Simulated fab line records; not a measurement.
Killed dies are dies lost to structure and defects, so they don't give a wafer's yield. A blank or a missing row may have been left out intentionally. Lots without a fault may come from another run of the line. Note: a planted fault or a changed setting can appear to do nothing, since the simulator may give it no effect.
Split-lot study / flow sky130 / route with 708 steps; 5 lots, 23 wafers read

== SPLIT DETAILS ==
At SKY_VT_ADJUST_LVTN_COAT_13 (resist thk 1140 nm), the setting spin_rpm was moved away from the recipe's 3000 rpm on 8 of the 23 wafers read, by -6.4% to +6.2%. All remaining wafers had this setting at the recipe value.

The reading comes from the split's own step.

== THE READING ==
NOVOLAK_of_VT_ADJUST_LVTN_COAT_13.thk_nm (the simulator's own value, which no gauge read), in nm, at SKY_VT_ADJUST_LVTN_COAT_13 (resist thk 1140 nm). The file does not state a usual value for it. The 15 wafers here that ran the recipe average 1142 nm, standard deviation 2.6 nm.

wafer=L074.1; tool, chamber at the split=litho_track-03, 0; spin_rpm as run, rpm=2809; against the recipe=-6.4%; NOVOLAK_of_VT_ADJUST_LVTN_COAT_13.thk_nm, nm=1185; against lot-mates on the recipe=+40
wafer=L074.2; tool, chamber at the split=litho_track-03, 0; spin_rpm as run, rpm=3000; against the recipe=recipe; NOVOLAK_of_VT_ADJUST_LVTN_COAT_13.thk_nm, nm=1146; against lot-mates on the recipe=-
wafer=L074.3; tool, chamber at the split=litho_track-03, 0; spin_rpm as run, rpm=3000; against the recipe=recipe; NOVOLAK_of_VT_ADJUST_LVTN_COAT_13.thk_nm, nm=1144; against lot-mates on the recipe=-
wafer=L074.4; tool, chamber at the split=litho_track-03, 0; spin_rpm as run, rpm=2809; against the recipe=-6.4%; NOVOLAK_of_VT_ADJUST_LVTN_COAT_13.thk_nm, nm=1178; against lot-mates on the recipe=+33
wafer=L074.6; tool, chamber at the split=litho_track-03, 0; spin_rpm as run, rpm=2809; against the recipe=-6.4%; NOVOLAK_of_VT_ADJUST_LVTN_COAT_13.thk_nm, nm=1181; against lot-mates on the recipe=+36
wafer=L075.1; tool, chamber at the split=litho_track-03, 0; spin_rpm as run, rpm=3089; against the recipe=+3.0%; NOVOLAK_of_VT_ADJUST_LVTN_COAT_13.thk_nm, nm=1131; against lot-mates on the recipe=-14
wafer=L075.3; tool, chamber at the split=litho_track-03, 0; spin_rpm as run, rpm=3000; against the recipe=recipe; NOVOLAK_of_VT_ADJUST_LVTN_COAT_13.thk_nm, nm=1144; against lot-mates on the recipe=-
wafer=L075.4; tool, chamber at the split=litho_track-03, 0; spin_rpm as run, rpm=3000; against the recipe=recipe; NOVOLAK_of_VT_ADJUST_LVTN_COAT_13.thk_nm, nm=1147; against lot-mates on the recipe=-
wafer=L075.5; tool, chamber at the split=litho_track-03, 0; spin_rpm as run, rpm=3000; against the recipe=recipe; NOVOLAK_of_VT_ADJUST_LVTN_COAT_13.thk_nm, nm=1145; against lot-mates on the recipe=-
wafer=L075.6; tool, chamber at the split=litho_track-03, 0; spin_rpm as run, rpm=3089; against the recipe=+3.0%; NOVOLAK_of_VT_ADJUST_LVTN_COAT_13.thk_nm, nm=1129; against lot-mates on the recipe=-16
wafer=L076.1; tool, chamber at the split=litho_track-04, 0; spin_rpm as run, rpm=3185; against the recipe=+6.2%; NOVOLAK_of_VT_ADJUST_LVTN_COAT_13.thk_nm, nm=1107; against lot-mates on the recipe=-35
wafer=L076.2; tool, chamber at the split=litho_track-04, 0; spin_rpm as run, rpm=3000; against the recipe=recipe; NOVOLAK_of_VT_ADJUST_LVTN_COAT_13.thk_nm, nm=1140; against lot-mates on the recipe=-
wafer=L076.3; tool, chamber at the split=litho_track-04, 0; spin_rpm as run, rpm=3185; against the recipe=+6.2%; NOVOLAK_of_VT_ADJUST_LVTN_COAT_13.thk_nm, nm=1104; against lot-mates on the recipe=-38
wafer=L076.5; tool, chamber at the split=litho_track-04, 0; spin_rpm as run, rpm=3185; against the recipe=+6.2%; NOVOLAK_of_VT_ADJUST_LVTN_COAT_13.thk_nm, nm=1108; against lot-mates on the recipe=-34
wafer=L076.6; tool, chamber at the split=litho_track-04, 0; spin_rpm as run, rpm=3000; against the recipe=recipe; NOVOLAK_of_VT_ADJUST_LVTN_COAT_13.thk_nm, nm=1144; against lot-mates on the recipe=-
wafer=L077.1; tool, chamber at the split=litho_track-04, 0; spin_rpm as run, rpm=3000; against the recipe=recipe; NOVOLAK_of_VT_ADJUST_LVTN_COAT_13.thk_nm, nm=1142; against lot-mates on the recipe=-
wafer=L077.2; tool, chamber at the split=litho_track-04, 0; spin_rpm as run, rpm=3000; against the recipe=recipe; NOVOLAK_of_VT_ADJUST_LVTN_COAT_13.thk_nm, nm=1142; against lot-mates on the recipe=-
wafer=L077.4; tool, chamber at the split=litho_track-04, 0; spin_rpm as run, rpm=3000; against the recipe=recipe; NOVOLAK_of_VT_ADJUST_LVTN_COAT_13.thk_nm, nm=1142; against lot-mates on the recipe=-
wafer=L077.3; tool, chamber at the split=litho_track-04, 0; spin_rpm as run, rpm=3000; against the recipe=recipe; NOVOLAK_of_VT_ADJUST_LVTN_COAT_13.thk_nm, nm=1141; against lot-mates on the recipe=-
wafer=L077.6; tool, chamber at the split=litho_track-04, 0; spin_rpm as run, rpm=3000; against the recipe=recipe; NOVOLAK_of_VT_ADJUST_LVTN_COAT_13.thk_nm, nm=1140; against lot-mates on the recipe=-
wafer=L081.1; tool, chamber at the split=litho_track-02, 0; spin_rpm as run, rpm=3000; against the recipe=recipe; NOVOLAK_of_VT_ADJUST_LVTN_COAT_13.thk_nm, nm=1142; against lot-mates on the recipe=-
wafer=L081.2; tool, chamber at the split=litho_track-02, 0; spin_rpm as run, rpm=3000; against the recipe=recipe; NOVOLAK_of_VT_ADJUST_LVTN_COAT_13.thk_nm, nm=1138; against lot-mates on the recipe=-
wafer=L081.3; tool, chamber at the split=litho_track-02, 0; spin_rpm as run, rpm=3000; against the recipe=recipe; NOVOLAK_of_VT_ADJUST_LVTN_COAT_13.thk_nm, nm=1138; against lot-mates on the recipe=-

THE FIT
A straight line over all 23 wafers: NOVOLAK_of_VT_ADJUST_LVTN_COAT_13.thk_nm changes by -5.87 nm for each +1% of spin_rpm; r = -0.99; the points scatter about the line by 3 nm.
The same after taking each lot's own level away (the mean of its wafers on the recipe; 23 wafers): -5.71 nm for each +1%; r = -1.00; scatter 1.8 nm.
On that fit, the largest move of spin_rpm shifts the reading by 36 nm.
The lots' own levels span 1139.3 to 1145.3 nm, that is 2.3 times the standard deviation above.
The two slopes agree, so the slope changes little with the lot-to-lot level.
Check: +35.4 nm against its lot-mates is what the line predicts for one of the wafers moved furthest among these (-6.4%) when that wafer is left out of the fit. Against them it came out at +40 nm.

== ADDITIONAL SPLITS CARRIED BY THESE WAFERS ==
These wafers also went through other splits before the reading. Each is held against what the fit with the lots' levels taken away leaves over:
other split on the same wafers=SKY_FIELD_ISO_OXIDATION_01 temp_c; wafers away from the commonest value=18; r with NOVOLAK_of_VT_ADJUST_LVTN_COAT_13.thk_nm (lot level and that fit taken away)=+0.00
other split on the same wafers=SKY_FIELD_ISO_EXPOSE_10 dose_mj; wafers away from the commonest value=7; r with NOVOLAK_of_VT_ADJUST_LVTN_COAT_13.thk_nm (lot level and that fit taken away)=-0.04
other split on the same wafers=SKY_FIELD_ISO_ETCH_17 time_s; wafers away from the commonest value=5; r with NOVOLAK_of_VT_ADJUST_LVTN_COAT_13.thk_nm (lot level and that fit taken away)=+0.09
other split on the same wafers=SKY_FIELD_ISO_OXIDATION_22 ox_time_s; wafers away from the commonest value=18; r with NOVOLAK_of_VT_ADJUST_LVTN_COAT_13.thk_nm (lot level and that fit taken away)=+0.16
other split on the same wafers=SKY_NWELL_IMPLANT_24 energy_kev; wafers away from the commonest value=5; r with NOVOLAK_of_VT_ADJUST_LVTN_COAT_13.thk_nm (lot level and that fit taken away)=-0.16
other split on the same wafers=SKY_VT_ADJUST_HVTP_COAT_02 spin_rpm; wafers away from the commonest value=8; r with NOVOLAK_of_VT_ADJUST_LVTN_COAT_13.thk_nm (lot level and that fit taken away)=+0.35
other split on the same wafers=SKY_VT_ADJUST_HVTP_STRIP_10 pressure_mtorr; wafers away from the commonest value=15; r with NOVOLAK_of_VT_ADJUST_LVTN_COAT_13.thk_nm (lot level and that fit taken away)=-0.11
other split on the same wafers=SKY_VT_ADJUST_LVTN_IMPLANT_08 energy_kev; wafers away from the commonest value=10; r with NOVOLAK_of_VT_ADJUST_LVTN_COAT_13.thk_nm (lot level and that fit taken away)=-0.18

== THE WHOLE CHAIN: every reading that the file lists as answering this split, in the file's order ==
step=SKY_VT_ADJUST_LVTN_COAT_13; what it does=resist thk 1140 nm; reading=NOVOLAK_of_VT_ADJUST_LVTN_COAT_13.thk_nm (the simulator's own value, which no gauge read); change (the file's fit)=-5.7 nm for each +1% of the setting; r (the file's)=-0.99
step=SKY_VT_ADJUST_LVTN_STRIP_20; what it does=strips in O2/N2; reading=strip_time_to_endpoint_s; change (the file's fit)=withheld for each +1% of the setting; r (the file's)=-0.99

== FILE'S OWN FIT ==
NOVOLAK_of_VT_ADJUST_LVTN_COAT_13.thk_nm changes by -5.7 nm for each +1% of spin_rpm, r = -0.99.
